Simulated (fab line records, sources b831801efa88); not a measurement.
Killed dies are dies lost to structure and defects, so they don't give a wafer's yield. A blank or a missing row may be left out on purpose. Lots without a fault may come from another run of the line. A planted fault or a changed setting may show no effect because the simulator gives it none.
Which tool did it? | flow gf180mcu | 12 lots, 36 wafers sampled, at 6 steps of a route of 602

WHAT THE GAUGES READ, wafer by wafer
GF_HV_LDD_OVL_MEAS_20. Usual: HV_LDD_01_OVL 1.1 nm, standard deviation 1.2.
lot  | measured     | on         | HV_LDD_01_OVL (nm) | flag
L111 | day 11 12:48 | overlay-02 | 1.8 -0.2 0.4       |
L114 | day 12 07:27 | overlay-01 | 1.2 1.8 2.4        |
L115 | day 12 18:03 | overlay-02 | 3.1 1.8 1.0        |
L116 | day 13 02:38 | overlay-01 | 3.9 3.2 3.9        |
L117 | day 13 11:09 | overlay-02 | 0.4 0.4 1.5        |
L125 | day 15 21:36 | overlay-02 | 2.7 1.2 2.3        |
L126 | day 16 04:44 | overlay-01 | 1.9 1.2 3.0        |
L127 | day 16 13:47 | overlay-02 | -1.2 0.7 -0.1      |
L128 | day 16 20:21 | overlay-02 | 0.9 2.1 1.7        |
L129 | day 17 03:41 | overlay-02 | -0.8 -0.5 2.1      |
L131 | day 17 21:21 | overlay-02 | -1.3 0.2 1.7       |
L132 | day 18 04:27 | overlay-02 | 2.5 0.8 1.0        |

GF_HV_LDD_TW_MEAS_50. Usual: HV_LDD_4_TW 566.9, standard deviation 3.
lot  | measured     | on            | HV_LDD_4_TW       | flag
L111 | day 13 05:35 | film_metro-04 | 572.8 565.7 569.9 |
L114 | day 14 00:42 | film_metro-02 | 562.6 565.0 562.4 |
L115 | day 14 11:36 | film_metro-02 | 561.7 565.5 563.1 |
L116 | day 14 21:52 | film_metro-04 | 568.3 566.5 568.1 |
L117 | day 15 07:02 | film_metro-02 | 565.9 568.0 563.8 |
L125 | day 17 21:51 | film_metro-01 | 562.0 560.8 560.5 |
L126 | day 18 04:26 | film_metro-04 | 570.8 568.2 570.3 |
L127 | day 18 13:19 | film_metro-02 | 567.0 565.0 565.7 |
L128 | day 18 21:41 | film_metro-01 | 567.4 563.3 565.2 |
L129 | day 19 05:01 | film_metro-04 | 569.1 567.0 565.7 |
L131 | day 20 00:02 | film_metro-04 | 568.2 570.0 571.4 |
L132 | day 20 06:59 | film_metro-04 | 572.7 571.3 570.6 |

GF_NSD_CD_MEAS_07: target cd 400 nm. Usual: cd_nm 400.3 nm, standard deviation 2.8.
lot  | measured     | on        | cd_nm (nm)        | flag
L111 | day 14 05:13 | cd_sem-01 | 396.9 398.0 399.1 |
L114 | day 15 01:16 | cd_sem-02 | 402.2 402.0 402.0 |
L115 | day 15 12:19 | cd_sem-02 | 401.5 398.9 401.5 |
L116 | day 16 00:29 | cd_sem-01 | 397.8 396.8 396.3 |
L117 | day 16 07:56 | cd_sem-02 | 398.7 397.7 397.7 |
L125 | day 19 00:38 | cd_sem-02 | 403.8 402.6 402.0 |
L126 | day 19 07:47 | cd_sem-02 | 403.4 402.8 401.7 |
L127 | day 19 16:49 | cd_sem-02 | 398.9 400.5 400.9 |
L128 | day 20 01:20 | cd_sem-01 | 400.2 401.1 399.1 |
L129 | day 20 08:23 | cd_sem-02 | 398.4 399.4 398.9 |
L131 | day 21 03:23 | cd_sem-02 | 395.3 395.6 396.5 |
L132 | day 21 10:39 | cd_sem-02 | 401.9 402.0 402.5 |

GF_PSD_RS_MEAS_14: measures by four-point-probe. Usual: NSD_RS 46.15 ohm/sq, standard deviation 0.08.
lot  | measured     | on            | NSD_RS (ohm/sq)   | flag
L111 | day 15 03:38 | film_metro-03 | 46.08 46.21 46.04 |
L114 | day 16 00:31 | film_metro-04 | 46.17 46.03 46.03 |
L115 | day 16 11:31 | film_metro-03 | 46.24 46.22 46.06 |
L116 | day 17 00:37 | film_metro-03 | 46.18 46.09 46.18 |
L117 | day 17 07:31 | film_metro-02 | 46.07 46.23 46.26 |
L125 | day 20 02:15 | film_metro-03 | 46.12 46.07 46.06 |
L126 | day 20 09:14 | film_metro-02 | 49.51 49.48 49.39 | OFF
L127 | day 20 18:32 | film_metro-03 | 49.56 49.51 49.64 | OFF
L128 | day 21 02:47 | film_metro-04 | 46.05 46.09 46.12 |
L129 | day 21 09:05 | film_metro-03 | 46.20 46.16 46.22 |
L131 | day 22 03:50 | film_metro-03 | 46.24 46.21 46.31 |
L132 | day 22 11:18 | film_metro-02 | 46.30 46.28 46.11 |

WHICH TOOL RAN EACH LOT (tool, then ch and the chambers of the sampled wafers, then the start)
lot  | GF_NSD_IMPLANT_10               | GF_NSD_STRIP_11
L111 | implanter-02 ch 0, day 14 05:32 | plasma_asher-01 ch 0,1, day 14 05:41
L114 | implanter-01 ch 0, day 15 01:35 | plasma_asher-03 ch 0,1, day 15 01:43
L115 | implanter-01 ch 0, day 15 12:37 | plasma_asher-04 ch 0,1, day 15 12:45
L116 | implanter-02 ch 0, day 16 00:47 | plasma_asher-04 ch 0,1, day 16 00:56
L117 | implanter-01 ch 0, day 16 08:14 | plasma_asher-01 ch 0,1, day 16 08:23
L125 | implanter-01 ch 0, day 19 00:57 | plasma_asher-04 ch 0, day 19 01:04
L126 | implanter-02 ch 0, day 19 08:05 | plasma_asher-03 ch 0,1, day 19 08:14
L127 | implanter-02 ch 0, day 19 17:07 | plasma_asher-04 ch 0,1, day 19 17:16
L128 | implanter-04 ch 0, day 20 01:38 | plasma_asher-03 ch 0,1, day 20 01:47
L129 | implanter-01 ch 0, day 20 08:41 | plasma_asher-03 ch 0,1, day 20 08:50
L131 | implanter-01 ch 0, day 21 03:42 | plasma_asher-04 ch 0,1, day 21 03:49
L132 | implanter-01 ch 0, day 21 10:58 | plasma_asher-04 ch 1, day 21 11:05
- GF_NSD_IMPLANT_10
- GF_NSD_STRIP_11: strips in O2/N2.

WHAT THE TOOLS THEMSELVES READ (means of the sampled wafers that have a number; where no wafer has one, the mark that the record gives instead)
GF_NSD_IMPLANT_10. Usual: dose_ions_cm2 5e+14, standard deviation 6.9e+11; end_station_pressure_torr 7.2e-06 Torr, standard deviation 4e-07; faraday_current_uA 2787, standard deviation 54.
lot  | tool         | dose_ions_cm2 | end_station_pressure_torr (Torr) | faraday_current_uA | flag
L111 | implanter-02 | 5e+14         | 7.4e-06                          | 2797               |
L114 | implanter-01 | 5e+14         | 7.4e-06                          | 2754               |
L115 | implanter-01 | 5e+14         | 7.3e-06                          | 2829               |
L116 | implanter-02 | 5e+14         | 7.1e-06                          | 2796               |
L117 | implanter-01 | 5e+14         | 7.5e-06                          | 2834               |
L125 | implanter-01 | 5e+14         | 7.0e-06                          | 2859               |
L126 | implanter-02 | 2e+14         | 6.1e-06                          | 1322               | OFF
L127 | implanter-02 | 2e+14         | 6.1e-06                          | 1333               | OFF
L128 | implanter-04 | 5e+14         | 7.2e-06                          | 2786               |
L129 | implanter-01 | 5e+14         | 7.1e-06                          | 2742               |
L131 | implanter-01 | 5e+14         | 7.4e-06                          | 2839               |
L132 | implanter-01 | 5e+14         | 7.7e-06                          | 2759               |

GF_NSD_STRIP_11. Usual: chamber_pressure_mTorr 1500.0 mTorr, standard deviation 1.5; drypump_motor_current_A 5.54 A, standard deviation 0.13; heater_power_w 322 W, standard deviation 31; o2_flow_sccm 2999 sccm, standard deviation 8.7; oes_product_au 0.487 a.u., standard deviation 0.0041; strip_time_to_endpoint_s 22.96 s, standard deviation 0.037.
lot  | tool            | chamber_pressure_mTorr (mTorr) | drypump_motor_current_A (A) | heater_power_w (W) | o2_flow_sccm (sccm) | oes_product_au (a.u.) | strip_time_to_endpoint_s (s) | flag
L111 | plasma_asher-01 | 1501.6                         | 5.37                        | 345                | 3001                | 0.489                 | 23.00                        |
L114 | plasma_asher-03 | 1500.2                         | 5.59                        | 292                | 2998                | 0.488                 | 22.98                        |
L115 | plasma_asher-04 | 1499.9                         | 5.54                        | 325                | 3000                | 0.488                 | 22.96                        |
L116 | plasma_asher-04 | 1498.7                         | 5.58                        | 312                | 3010                | 0.491                 | 22.96                        |
L117 | plasma_asher-01 | 1498.5                         | 5.37                        | 345                | 3003                | 0.485                 | 22.96                        |
L125 | plasma_asher-04 | 1500.3                         | 5.63                        | 303                | 2997                | 0.487                 | 22.94                        |
L126 | plasma_asher-03 | 1500.3                         | 5.65                        | 310                | 2985                | 0.491                 | 22.68                        | OFF
L127 | plasma_asher-04 | 1499.9                         | 5.55                        | 320                | 2989                | 0.491                 | 22.67                        | OFF
L128 | plasma_asher-03 | 1499.8                         | 5.59                        | 294                | 2995                | 0.489                 | 22.96                        |
L129 | plasma_asher-03 | 1500.3                         | 5.67                        | 318                | 2993                | 0.487                 | 22.94                        |
L131 | plasma_asher-04 | 1500.5                         | 5.57                        | 312                | 2996                | 0.489                 | 22.97                        |
L132 | plasma_asher-04 | 1500.2                         | 5.49                        | 329                | 2999                | 0.489                 | 22.98                        |

THE ANSWER, worked out from the rows above alone
Rule: a lot is off if the mean of its wafers that have a number lies more than 3 standard deviations from the usual mean. A lot without any number at a reading at which 4 lots or more have one is off too. The other lots that the step has rows for count as sound. The gauges are gone through in route order, then the tools' own readings, and for those a lot's mean is taken as printed above. The first step at which some lot is off is used, and at that step the reading that is off furthest; a lot without a number counts as furthest.
Off: L126, L127, at GF_PSD_RS_MEAS_14 (NSD_RS).
A tool fits if, at a process step before that reading, it ran every lot that is off, and no sound lot after the first of them. The gauges at GF_PSD_RS_MEAS_14 aren't tried: what is off there is off at GF_NSD_IMPLANT_10 too, on other tools, and a gauge's error can't cause that. One fits: implanter-02 at GF_NSD_IMPLANT_10. Its last sound lot is L116 (day 16 00:47), its first lot that is off L126 (day 19 08:05): a fault that began between those two fits.
The tool's own readings at GF_NSD_IMPLANT_10 bear it out: on the lots that are off they differ by more than 5 times the standard deviation of the sound lots' means. dose_ions_cm2 reads 2e+14 there against 5e+14 on the sound lots; end_station_pressure_torr reads 6.1e-06 Torr there against 7.3e-06 Torr on the sound lots; faraday_current_uA reads 1328 there against 2800 on the sound lots.

WHAT THE SIMULATOR HAD PUT IN
Process parameter drift: implanter-02, from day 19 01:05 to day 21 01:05, at GF_NSD_IMPLANT_10. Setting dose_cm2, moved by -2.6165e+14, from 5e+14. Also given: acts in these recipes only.
Lots struck among those shown: L126, L127. The rule above found the same.
